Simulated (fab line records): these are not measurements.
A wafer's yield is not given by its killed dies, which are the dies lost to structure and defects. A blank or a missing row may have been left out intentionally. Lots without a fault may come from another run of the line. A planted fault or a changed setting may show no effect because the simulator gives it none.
Chamber matching :: flow sfq-line :: SFQ_TRILAYER_I7_VIA_BARC_OPEN_VIA_ETCH_260 on rie-diel-02: 4 sister chambers
The step etches BARC in O2, target depth 125 nm, time 41.7 s. 14 wafers are shown with their chamber, then 7 later ones without.

WAFERS, EACH WITH ITS CHAMBER
wafer: L689.1
chamber: 3
drypump-motor-current-A (A): 6.3
bias-w (W): 79.60
oes-product-au (a.u.): 0.680

wafer: L689.2
chamber: 1
drypump-motor-current-A (A): 5.0
bias-w (W): 79.81
oes-product-au (a.u.): 0.689

wafer: L689.4
chamber: 3
drypump-motor-current-A (A): 6.3
bias-w (W): 79.57
oes-product-au (a.u.): 0.683

wafer: L693.1
chamber: 2
drypump-motor-current-A (A): 6.4
bias-w (W): 80.13
oes-product-au (a.u.): 0.681

wafer: L693.3
chamber: 0
drypump-motor-current-A (A): 6.1
bias-w (W): 79.79
oes-product-au (a.u.): 0.678

wafer: L693.6
chamber: 1
drypump-motor-current-A (A): 5.0
bias-w (W): 80.17
oes-product-au (a.u.): 0.685

wafer: L705.2
chamber: 2
drypump-motor-current-A (A): 6.4
bias-w (W): 80.18
oes-product-au (a.u.): 0.681

wafer: L705.5
chamber: 0
drypump-motor-current-A (A): 6.1
bias-w (W): 80.03
oes-product-au (a.u.): 0.683

wafer: L705.6
chamber: 1
drypump-motor-current-A (A): 5.0
bias-w (W): 80.23
oes-product-au (a.u.): 0.694

wafer: L706.1
chamber: 0
drypump-motor-current-A (A): 6.1
bias-w (W): 80.02
oes-product-au (a.u.): 0.685

wafer: L706.4
chamber: 3
drypump-motor-current-A (A): 6.3
bias-w (W): 80.05
oes-product-au (a.u.): 0.684

wafer: L706.5
chamber: 1
drypump-motor-current-A (A): 5.0
bias-w (W): 79.99
oes-product-au (a.u.): 0.689

wafer: L707.2
chamber: 0
drypump-motor-current-A (A): 6.0
bias-w (W): 79.91
oes-product-au (a.u.): 0.695

wafer: L707.4
chamber: 3
drypump-motor-current-A (A): 6.3
bias-w (W): 79.97
oes-product-au (a.u.): 0.686

SIGNATURES, as means of the wafers listed above
reading: drypump-motor-current-A
chamber 0: 6.075
chamber 1: 5.000
chamber 2: 6.400
chamber 3: 6.300
scatter within a chamber: 0.0274

reading: bias-w
chamber 0: 79.9375
chamber 1: 80.0500
chamber 2: 80.1550
chamber 3: 79.7975
scatter within a chamber: 0.182

reading: oes-product-au
chamber 0: 0.68525
chamber 1: 0.68925
chamber 2: 0.68100
chamber 3: 0.68325
scatter within a chamber: 0.00461
Rule: for each reading, subtract the chamber's mean from the wafer's reading, divide by that reading's scatter and square the result; add these up over the readings and take the root, which gives the wafer's distance from the chamber. If the next closest chamber is less than 2 further off than the closest, the wafer can't be placed; otherwise it belongs to the closest. The scatter is the square root of a quotient: the sum, over the shown wafers, of each reading's squared deviation from its chamber's mean, divided by wafers minus chambers.

WAFERS WHOSE CHAMBER IS MISSING
wafer: L707.6
drypump-motor-current-A (A): 6.3
bias-w (W): 79.84
oes-product-au (a.u.): 0.690

wafer: L708.1
drypump-motor-current-A (A): 6.3
bias-w (W): 80.26
oes-product-au (a.u.): 0.687

wafer: L708.5
drypump-motor-current-A (A): 5.0
bias-w (W): 80.15
oes-product-au (a.u.): 0.687

wafer: L708.6
drypump-motor-current-A (A): 6.1
bias-w (W): 79.89
oes-product-au (a.u.): 0.690

wafer: L709.1
drypump-motor-current-A (A): 5.0
bias-w (W): 80.06
oes-product-au (a.u.): 0.687

wafer: L709.5
drypump-motor-current-A (A): 6.3
bias-w (W): 80.17
oes-product-au (a.u.): 0.683

wafer: L709.6
drypump-motor-current-A (A): 6.0
bias-w (W): 79.68
oes-product-au (a.u.): 0.688

CHAMBER TAKEN BY EACH
wafer: L707.6
from the rows above: 3
in truth: 3

wafer: L708.1
from the rows above: can't be placed: 3 or 2
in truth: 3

wafer: L708.5
from the rows above: 1
in truth: 1

wafer: L708.6
from the rows above: 0
in truth: 0

wafer: L709.1
from the rows above: 1
in truth: 1

wafer: L709.5
from the rows above: can't be placed: 3 or 2
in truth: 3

wafer: L709.6
from the rows above: 0
in truth: 0
Correct placement for 5 of the 7. From these rows, 2 cannot be placed; in 2 the true chamber is one of the candidates. 0 placed wrongly.
